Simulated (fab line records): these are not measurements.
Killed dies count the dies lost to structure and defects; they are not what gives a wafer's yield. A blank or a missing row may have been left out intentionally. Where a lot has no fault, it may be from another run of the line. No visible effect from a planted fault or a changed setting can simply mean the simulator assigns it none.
Struck lot and sound lot, side by side	flow sfq-line	41 out of 325 route steps
Sound: wafers L670.2, L670.5, L670.6. Struck: wafer L663.1 (L663.3, L663.5, from the same lot, were not struck and are left out); the cause is given at the end.
Each step with rows lists, per side, the tool, then ch with its chambers, then its first start. Under that, the readings that differ: sound wafers	struck wafers	difference of the means	sigmas: that difference in standard deviations of wafers without a fault.
alike: readings with means less than 2 such deviations apart, plus words and numbers identical on both sides. not compared: withheld readings, readings lacking a value on some wafer, bounds such as >300 that could conceal the same value, and numbers that have no deviation in the record and whose values overlap.
A row with sigmas, a row that says differs or no value, or rows on one side alone: a step with any of these is where the two part. Numbers that have no deviation but don't overlap get no sigmas and don't part them. A reading that every wafer of one side lacks parts them only if that side has two wafers or more.

first, 6 steps without rows for these wafers: SFQ_TRILAYER_M7_LITHO_COAT_182 (resist thk 62 nm); SFQ_TRILAYER_M7_LITHO_COAT_177 (resist thk 600 nm); SFQ_TRILAYER_M7_LITHO_SOFTBAKE_181; SFQ_TRILAYER_M7_LITHO_EXPOSE_178 (exposes mask M7, target cd 500 nm); SFQ_TRILAYER_M7_LITHO_PEB_180 (peb time 60 s); SFQ_TRILAYER_M7_LITHO_DEVELOP_179 (time 60 s).
SFQ_M7_OVL_MEAS_945:
  sound: overlay-01 at day 71 17:43; struck: overlay-02 at day 70 12:47
  alike: M7_OVL
SFQ_TRILAYER_M7_BARC_OPEN_METAL_ETCH_229: etches BARC in O2, target depth 125 nm, time 41.7 s.
  sound on rie-metal-03 ch 0,1, day 71 17:45; struck on rie-metal-04 ch 1, day 70 12:50
  alike: drypump-motor-current-A, oes-product-au
  not compared: rf-hours-counter-h
SFQ_TRILAYER_M7_ETCH_METAL_ETCH_180: etches Nb in Cl2/Ar, stops on SiO2, target depth 240 nm, time 120 s.
  sound on rie-metal-03 ch 0,1, day 71 17:49; struck on rie-metal-04 ch 1, day 70 12:53
reading	sound	struck	difference	sigmas
oes-product-au (a.u.)	0.899 0.907 0.898	0.879	-0.022	-2
  alike: drypump-motor-current-A
  not compared: rf-hours-counter-h
SFQ_TRILAYER_M7_STRIP_STRIP_181: strips in O2.
  sound on rie-metal-03 ch 0,1, day 71 17:56; struck on rie-metal-04 ch 1, day 70 13:01
  alike: drypump-motor-current-A, oes-product-au
  not compared: rf-hours-counter-h
then, 1 step without rows for these wafers: SFQ_TRILAYER_M7_STRIP_SOLV_CLEAN_182 (cleans in NMP, time 600 s).
SFQ_TRILAYER_I7_DEP_PECVD_183: deposits SiO2 from SiH4/N2O, time 111.11 s, target thk 500 nm.
  sound on pecvd-03 ch 0,2, day 71 18:43; struck on pecvd-04 ch 1, day 70 13:47
  alike: heater-power-w, showerhead-vpp-V, throttle-valve-pct
SFQ_TRILAYER_I7_CMP_CMP_184: polishes SiO2.
  sound on cmp-01 ch 1,2,3, day 71 19:50; struck on cmp-02 ch 3, day 70 14:18
reading	sound	struck	difference	sigmas
time-to-endpoint-s (s)	197 210 212	265	+59	+8
model.SiO2_of_TRILAYER_I7_DEP_PECVD_183.thk-nm (nm)	202.4 201 198.2	298.3	+97.8	
  alike: motor-current-A, retaining-ring-pressure-frac
SFQ_I7_BOW_MEAS_946:
  sound: film-metro-03 at day 71 21:51; struck: film-metro-01 at day 70 18:37
  not compared: I7_BOW
SFQ_TRILAYER_I7_METRO_MEASURE_185:
  sound: film-metro-03 at day 71 22:09; struck: film-metro-01 at day 71 03:06
reading	sound	struck	difference	sigmas
thk-nm (nm)	202.3 201.1 198.1	298.3	+97.8	+82
then, 6 steps without rows for these wafers: SFQ_TRILAYER_I7_VIA_LITHO_COAT_192 (resist thk 62 nm); SFQ_TRILAYER_I7_VIA_LITHO_COAT_187 (resist thk 650 nm); SFQ_TRILAYER_I7_VIA_LITHO_SOFTBAKE_191; SFQ_TRILAYER_I7_VIA_LITHO_EXPOSE_188 (exposes mask I7, target cd 1000 nm); SFQ_TRILAYER_I7_VIA_LITHO_PEB_190 (peb time 60 s); SFQ_TRILAYER_I7_VIA_LITHO_DEVELOP_189 (time 60 s).
-- the record jumps here: 3 days lie between the struck wafers' starts before and after --
SFQ_I7_OVL_MEAS_947:
  sound: overlay-02 at day 75 12:01; struck: overlay-01 at day 74 10:46
  alike: I7_OVL
SFQ_TRILAYER_I7_VIA_BARC_OPEN_VIA_ETCH_260: etches BARC in O2, target depth 125 nm, time 41.7 s.
  sound on rie-diel-04 ch 2,3, day 75 12:02; struck on rie-diel-03 ch 1, day 74 10:48
  alike: drypump-motor-current-A, oes-product-au
  not compared: rf-hours-counter-h
SFQ_TRILAYER_I7_VIA_ETCH_VIA_ETCH_190: etches SiO2 in CHF3, stops on Nb, target depth 260 nm.
  sound on rie-diel-04 ch 2,3, day 75 12:05; struck on rie-diel-03 ch 1, day 74 10:50
reading	sound	struck	difference	sigmas
oes-product-au (a.u.)	0.861 0.864 0.853	1.011	+0.152	+26
model.etch.depth-nm (nm)	202.4 201 198.2	265.8	+65.3	
model.I7.feature-depth-nm (nm)	202.4 201 198.2	265.8	+65.3	
  alike: drypump-motor-current-A
then, 9 steps without rows for these wafers: SFQ_TRILAYER_I7_VIA_STRIP_STRIP_191 (strips in O2); SFQ_TRILAYER_I7_VIA_STRIP_SOLV_CLEAN_192 (cleans in NMP, time 600 s); SFQ_TRILAYER_M8_LITHO_LOR_COAT_197; SFQ_TRILAYER_M8_LITHO_LOR_BAKE_198; SFQ_TRILAYER_M8_LITHO_COAT_193 (resist thk 600 nm); SFQ_TRILAYER_M8_LITHO_SOFTBAKE_199; SFQ_TRILAYER_M8_LITHO_EXPOSE_194 (exposes mask M8, target cd 2000 nm); SFQ_TRILAYER_M8_LITHO_PEB_196 (peb time 60 s); SFQ_TRILAYER_M8_LITHO_DEVELOP_195 (img clear 15 s, time 55 s).
SFQ_M8_OVL_MEAS_948:
  sound: overlay-01 at day 78 14:40; struck: overlay-02 at day 74 14:31
  alike: M8_OVL
then, 3 steps without rows for these wafers: SFQ_TRILAYER_M8_DEP_EVAP_197 (material Ti, target thk 20 nm, time 100 s); SFQ_TRILAYER_M8_DEP_EVAP_198 (material Pt, target thk 50 nm, time 250 s); SFQ_TRILAYER_M8_DEP_EVAP_196 (material Au, target thk 180 nm, time 900 s).
SFQ_M8_RS_MEAS_949: measures by four-point-probe.
  sound: film-metro-04 at day 78 15:27; struck: film-metro-03 at day 74 15:18
  alike: M8_AU_RS
SFQ_M8_THK_MEAS_950: measures by xrf.
  sound: film-metro-04 at day 78 15:34; struck: film-metro-03 at day 74 15:25
  alike: M8_AU_THK
then, 1 step without rows for these wafers: SFQ_TRILAYER_M8_LIFTOFF_LIFTOFF_197 (chemistry NMP, time 600 s).
SFQ_M8_BOW_MEAS_951:
  sound: film-metro-01 at day 78 15:49; struck: film-metro-04 at day 74 15:39
reading	sound	struck	difference	sigmas
model.etest.i7.link-ohm	1.045 1.04 1.047	1e+06	+1e+06	
  alike: M8_BOW

== WHERE THEY PART ==
Earliest at SFQ_TRILAYER_M7_ETCH_METAL_ETCH_180; latest, in this record, at SFQ_TRILAYER_I7_VIA_ETCH_VIA_ETCH_190. Later steps at which nothing parts them and some readings are alike: SFQ_M8_OVL_MEAS_948, SFQ_M8_RS_MEAS_949, SFQ_M8_THK_MEAS_950, SFQ_M8_BOW_MEAS_951.

WHY: what had been put in by the simulator
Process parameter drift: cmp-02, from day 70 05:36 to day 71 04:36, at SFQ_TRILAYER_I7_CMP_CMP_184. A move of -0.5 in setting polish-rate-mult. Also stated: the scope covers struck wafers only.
